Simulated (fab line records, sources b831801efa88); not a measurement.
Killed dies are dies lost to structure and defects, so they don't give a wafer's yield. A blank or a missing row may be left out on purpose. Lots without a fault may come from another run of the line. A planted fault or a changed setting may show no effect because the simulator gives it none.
Which tool did it? | flow gf180mcu | 11 lots, 33 wafers sampled, at 3 steps of a route of 602

WHAT THE GAUGES READ, wafer by wafer
GF_V3_OVL_MEAS_15. Usual: V3_OVL 0 nm, standard deviation 5.9.
lot  | measured     | on         | V3_OVL (nm) | flag
L437 | day 23 04:52 | overlay-01 | -5 -1 5     |
L438 | day 23 20:48 | overlay-01 | 1 6 5       |
L439 | day 23 21:36 | overlay-01 | -4 -4 -3    |
L445 | day 25 17:53 | overlay-01 | 5 10 3      |
L448 | day 27 01:23 | overlay-01 | -1 0 4      |
L453 | day 28 03:11 | overlay-02 | -6 -3 -12   |
L454 | day 28 18:22 | overlay-01 | -5 5 -7     |
L456 | day 29 00:29 | overlay-01 | 2 3 -7      |
L457 | day 29 09:42 | overlay-01 | 4 -1 -4     |
L458 | day 29 12:16 | overlay-02 | -5 4 -3     |
L459 | day 29 17:53 | overlay-01 | 0 -2 -9     |

WHICH TOOL RAN EACH LOT (tool, then ch and the chambers of the sampled wafers, then the start)
lot  | GF_M3_METAL_ETCH_16               | GF_M3_STRIP_17
L437 | rie_metal-01 ch 0,1, day 22 04:44 | plasma_asher-04 ch 0,1, day 22 04:52
L438 | rie_metal-03 ch 0,1, day 22 20:14 | plasma_asher-02 ch 0,1, day 22 20:22
L439 | rie_metal-03 ch 0, day 22 21:11   | plasma_asher-03 ch 0,1, day 22 21:26
L445 | rie_metal-01 ch 0,1, day 24 19:56 | plasma_asher-03 ch 0,1, day 24 20:04
L448 | rie_metal-01 ch 0,1, day 26 03:08 | plasma_asher-04 ch 0,1, day 26 03:16
L453 | rie_metal-01 ch 0,1, day 27 06:20 | plasma_asher-03 ch 0,1, day 27 06:28
L454 | rie_metal-01 ch 0,1, day 27 22:21 | plasma_asher-04 ch 0,1, day 27 22:28
L456 | rie_metal-04 ch 0,1, day 28 04:08 | plasma_asher-03 ch 0,1, day 28 04:16
L457 | rie_metal-04 ch 0,1, day 28 13:26 | plasma_asher-04 ch 1, day 28 13:34
L458 | rie_metal-03 ch 0,1, day 28 15:17 | plasma_asher-02 ch 0,1, day 28 15:25
L459 | rie_metal-04 ch 0,1, day 28 21:05 | plasma_asher-04 ch 0,1, day 28 21:13
- GF_M3_METAL_ETCH_16: etches the open film in Cl2/BCl3, stops on SiO2, target depth 750.8 nm, time 125.1 s.
- GF_M3_STRIP_17: strips in O2/N2.

WHAT THE TOOLS THEMSELVES READ (means of the sampled wafers that have a number; where no wafer has one, the mark that the record gives instead)
GF_M3_METAL_ETCH_16. Usual: bias_w 140.1 W, standard deviation 0.42; drypump_motor_current_A 5.6 A, standard deviation 0.64; oes_product_au 0.988 a.u., standard deviation 0.0066; rf_fwd_power_W 796.0 W, standard deviation 2.5; throttle_valve_pct 28.231 %, standard deviation 0.011.
lot  | tool         | bias_w (W) | drypump_motor_current_A (A) | oes_product_au (a.u.) | rf_fwd_power_W (W) | throttle_valve_pct (%) | flag
L437 | rie_metal-01 | 140.0      | 6.0                         | 0.985                 | 796.7              | 28.232                 |
L438 | rie_metal-03 | 140.2      | 5.4                         | 0.992                 | 793.6              | 28.229                 |
L439 | rie_metal-03 | 140.0      | 4.8                         | 0.992                 | 795.4              | 28.227                 |
L445 | rie_metal-01 | 139.8      | 5.7                         | 0.974                 | 795.5              | 28.253                 |
L448 | rie_metal-01 | 140.4      | 6.0                         | 0.986                 | 797.0              | 28.225                 |
L453 | rie_metal-01 | 139.5      | 5.7                         | 0.994                 | 795.7              | 28.226                 |
L454 | rie_metal-01 | 140.2      | 6.0                         | 0.995                 | 797.6              | 28.228                 |
L456 | rie_metal-04 | 139.8      | 5.7                         | 0.990                 | 797.9              | 28.230                 |
L457 | rie_metal-04 | 140.4      | 5.7                         | 0.999                 | 794.5              | 28.233                 |
L458 | rie_metal-03 | 139.4      | 5.9                         | 0.987                 | 794.5              | 28.218                 |
L459 | rie_metal-04 | 140.6      | 5.7                         | 0.989                 | 794.6              | 28.224                 |

GF_M3_STRIP_17. Usual: drypump_motor_current_A 6.1 A, standard deviation 0.53; heater_power_w 346 W, standard deviation 32; oes_product_au 0.538 a.u., standard deviation 0.0051; strip_time_to_endpoint_s 7.39 s, standard deviation 0.046.
lot  | tool            | drypump_motor_current_A (A) | heater_power_w (W) | oes_product_au (a.u.) | strip_time_to_endpoint_s (s) | flag
L437 | plasma_asher-04 | 5.7                         | 350                | 0.539                 | 7.40                         |
L438 | plasma_asher-02 | 5.6                         | 356                | 0.538                 | 7.35                         |
L439 | plasma_asher-03 | 6.6                         | 335                | 0.541                 | 7.41                         |
L445 | plasma_asher-03 | 6.7                         | 320                | 0.534                 | 7.44                         |
L448 | plasma_asher-04 | 5.7                         | 350                | 0.544                 | 7.40                         |
L453 | plasma_asher-03 | 6.6                         | 324                | 0.492                 | 6.33                         | OFF
L454 | plasma_asher-04 | 6.1                         | 374                | 0.511                 | 6.78                         | OFF
L456 | plasma_asher-03 | 6.6                         | 322                | 0.531                 | 7.33                         |
L457 | plasma_asher-04 | 6.4                         | 398                | 0.537                 | 7.41                         |
L458 | plasma_asher-02 | 5.8                         | 339                | 0.540                 | 7.46                         |
L459 | plasma_asher-04 | 6.1                         | 372                | 0.536                 | 7.38                         |

THE ANSWER, worked out from the rows above alone
Rule: a lot is off if the mean of its wafers that have a number lies more than 3 standard deviations from the usual mean. A lot without any number at a reading at which 4 lots or more have one is off too. The other lots that the step has rows for count as sound. The gauges are gone through in route order, then the tools' own readings, and for those a lot's mean is taken as printed above. The first step at which some lot is off is used, and at that step the reading that is off furthest; a lot without a number counts as furthest.
Off: L453, L454, at GF_M3_STRIP_17 (strip_time_to_endpoint_s).
A tool fits if, at that step or a process step before it, it ran every lot that is off, and no sound lot after the first of them. One fits: rie_metal-01 at GF_M3_METAL_ETCH_16. Its last sound lot is L448 (day 26 03:08), its first lot that is off L453 (day 27 06:20): a fault that began between those two fits.

WHAT THE SIMULATOR HAD PUT IN
Process parameter drift: rie_metal-01, from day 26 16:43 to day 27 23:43, at GF_M3_METAL_ETCH_16. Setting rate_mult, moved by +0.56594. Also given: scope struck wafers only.
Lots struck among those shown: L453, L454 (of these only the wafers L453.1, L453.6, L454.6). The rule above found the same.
